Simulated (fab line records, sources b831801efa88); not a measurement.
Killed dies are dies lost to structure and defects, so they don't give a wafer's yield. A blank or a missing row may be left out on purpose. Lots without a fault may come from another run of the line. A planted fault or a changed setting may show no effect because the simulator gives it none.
A struck lot beside a sound one | flow gf180mcu | 15 steps out of a route of 602
Sound: wafers L912.1, L912.5, L912.6. Struck: wafers L906.3, L906.4, L906.5. The cause comes at the end.
At each step with rows: each side's tool, then ch and its chambers, then its first start. Under that, the readings that differ: sound wafers | struck wafers | difference of the means | sigmas: that difference in standard deviations of wafers without a fault.
alike: readings whose means differ by less than 2 such deviations, and words and numbers that are the same on both sides. not compared: withheld readings, readings that some wafer has no value for, bounds like >300 that may hide the same value, and numbers for which the record gives no deviation and whose values overlap.
The two part at a step that has a row with sigmas, a row that says differs or no value, or rows on one side only. Numbers that don't overlap but have no deviation are shown without sigmas and don't part them. A reading that every wafer of one side lacks parts them only if that side has two wafers or more.

first, 7 steps without rows for these wafers: GF_V3_HMDS_07 (prime time 60 s); GF_V3_COAT_08; GF_V3_COAT_09 (resist thk 1000 nm); GF_V3_SOFTBAKE_10 (time 60 s); GF_V3_EXPOSE_11 (exposes mask Via3, target cd 260 nm); GF_V3_PEB_12 (peb time 90 s); GF_V3_DEVELOP_13 (develop time 60 s).
GF_V3_CD_MEAS_14: target cd 260 nm.
  sound on cd_sem-02, day 27 13:15; struck on cd_sem-02, day 25 13:52
  alike: cd_nm
GF_V3_OVL_MEAS_15:
  sound on overlay-01, day 27 13:22; struck on overlay-01, day 25 13:58
  reading     | sound  | struck      | difference | sigmas
  V3_OVL (nm) | -3 1 0 | -10 -17 -12 | -12        | -2
GF_V3_ETCH_16: etches BARC in N2/H2.
  sound on rie_diel-02 ch 0,1, day 27 13:25; struck on rie_diel-04 ch 0,1,2, day 25 13:59
  alike: drypump_motor_current_A, oes_product_au, throttle_valve_pct
GF_V3_ETCH_17: etches SiO2 in C4F8/O2/Ar, stops on TiN, target depth 635 nm.
  sound on rie_diel-02 ch 0,1; struck on rie_diel-04 ch 0,1,2
  alike: oes_product_au
GF_V3_STRIP_18: strips in O2/N2.
  sound on plasma_asher-04 ch 0,1, day 27 13:32; struck on plasma_asher-03 ch 0,1, day 25 14:09
  alike: chamber_pressure_mTorr, drypump_motor_current_A, heater_power_w, o2_flow_sccm, oes_product_au
  not compared: rf_hours_counter_h
GF_V3_STRIP_19: strips in post etch residue remover, time 1200 s.
  sound on wet_bench-03 ch 1, day 27 13:38; struck on wet_bench-02 ch 2, day 25 14:13
  no value came back on the struck wafers for bath_guard_temp_C (C), bath_heat_duty_pct (%); on the sound wafers bath_guard_temp_C (C) reads 72.7 72.3 72.5
then, 1 step without rows for these wafers: GF_V3_CLEAN_20 (cleans in DIW).
-- the record jumps here: 6 days lie between the struck wafers' starts before and after (it left off in module V3 and takes up again in module PASSIVATION, whose first step shown is number 602 of the route) --
GF_PASSIVATION_PROBE_99:
  sound on prober-02, day 33 05:29; struck on prober-01, day 31 16:21
  reading                       | sound            | struck            | difference | sigmas
  model.etest.via3_chain.rc_ohm | 6.46 6.275 6.484 | 7.662 7.788 7.829 | +1.353     |

WHERE THEY PART
First at GF_V3_OVL_MEAS_15; last, within this record, at GF_V3_STRIP_19.

WHY: what the simulator had put in
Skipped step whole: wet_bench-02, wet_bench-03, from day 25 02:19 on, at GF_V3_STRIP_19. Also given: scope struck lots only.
